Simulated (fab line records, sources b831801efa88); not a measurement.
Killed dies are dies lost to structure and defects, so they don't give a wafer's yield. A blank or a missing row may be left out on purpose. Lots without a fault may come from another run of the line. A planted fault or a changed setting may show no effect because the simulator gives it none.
Problem report in the 8D (eight disciplines) form, filled by code | flow gf180mcu | the parts of the form that need people (team, actions taken, sign-off) are left out

1. THE PROBLEM
oes_product_au at GF_MIM_METAL_ETCH_19 reads a mean of 1.012 a.u. on 1 wafer of 1 lot; wafers without a fault read 0.943 a.u. with a standard deviation of 0.0068. That is +10 standard deviations from the usual mean.
The step: etches the open film in Cl2/BCl3, stops on Si3N4, target depth 324.5 nm, time 54.1 s.
First seen on wafer L769.6, day 31 06:32, on rie_metal-01. The record holds 35 wafers of 12 lots with a number at this step. Rule for "out", or "out of limits": more than 4 standard deviations from the usual mean. The other wafers with a number count as sound.

2. WHAT IT IS AND WHAT IT IS NOT
question                    | is                                               | is not
which readings at this step | oes_product_au, run_length_s, throttle_valve_pct | drypump_motor_current_A
which lots                  | L769                                             | L749, L750, L751, L752, L753, L754, L756, L757, L760, L771, L772
which wafers of those lots  | L769.6                                           | L769.2
read on which tools         | rie_metal-01                                     | rie_metal-02, rie_metal-03
when                        | from day 31 06:32                                | up to then (28 sound wafers); but 6 sound wafers of L771, L772 came after

3. SUSPECTS, AND WHAT RULES EACH OUT
Counting: a tool at a process step up to the reading stays a suspect if it ran every lot that is out. Sound lots after the first of them don't rule it out here, since some wafers of a struck lot are sound.
- plasma_asher-03 at GF_V3_STRIP_18 (strips in O2/N2): kept. It ran the lot that is out, L769 (day 28 18:29); its last sound lot up to then is L760 (day 26 03:59).
- pvd_sputter-03 at GF_M4_SPUTTER_01 (material TiN, target thk 30 nm, time 25 s): kept. It ran the lot that is out, L769 (day 28 19:49); its last sound lot up to then is L760 (day 26 05:19).
- pvd_sputter-03 at GF_MIM_SPUTTER_07 (material TiN, target thk 60 nm, time 50 s): kept. It ran the lot that is out, L769 (day 30 12:37); its last sound lot up to then is L760 (day 28 01:28).
- rie_metal-01 at GF_MIM_METAL_ETCH_19 (etches the open film in Cl2/BCl3, stops on Si3N4, target depth 324.5 nm, time 54.1 s): kept. It ran the lot that is out, L769 (day 31 06:32); its last sound lot up to then is L760 (day 28 20:44). Its own readings are out on those wafers: oes_product_au, run_length_s, throttle_valve_pct.
- Within rie_metal-01 at GF_MIM_METAL_ETCH_19: the wafers that are out ran in chamber 1; their sound lot-mates ran in chamber 0.
Left after counting: plasma_asher-03 at GF_V3_STRIP_18, pvd_sputter-03 at GF_M4_SPUTTER_01, pvd_sputter-03 at GF_MIM_SPUTTER_07, rie_metal-01 at GF_MIM_METAL_ETCH_19.

4. THE CAUSE (what the simulator had put in)
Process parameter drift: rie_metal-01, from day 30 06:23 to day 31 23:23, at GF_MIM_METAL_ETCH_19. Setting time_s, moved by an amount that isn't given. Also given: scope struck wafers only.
Counting left 4 suspects, and this tool is among them.

5. THE CHAIN OF EFFECTS, in route order
Each row: a reading whose mean over the struck wafers that have a number lies more than 3 standard deviations from the usual. Only readings for which the record gives a usual standard deviation are gone through. hours: the time from each lot's start at the first step in this table that gives one to its start at this step, as a median over the lots. sigmas: the change in usual standard deviations.
hours | step                 | reading            | usual      | on struck wafers | change | sigmas
0     | GF_MIM_METAL_ETCH_19 | oes_product_au     | 0.943 a.u. | 1.012            | +0.069 | +10
0     | GF_MIM_METAL_ETCH_19 | run_length_s       | 82.4 s     | 77.9             | -4.5   | -6.3
0     | GF_MIM_METAL_ETCH_19 | throttle_valve_pct | 28.281 %   | 28.217           | -0.064 | -5.8
The process steps in it:
- GF_MIM_METAL_ETCH_19: etches the open film in Cl2/BCl3, stops on Si3N4, target depth 324.5 nm, time 54.1 s.

6. WHAT WOULD HAVE CAUGHT IT SOONER
In this record the first reading out of limits was taken at day 31 06:32, 24 hours after the fault began at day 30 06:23.
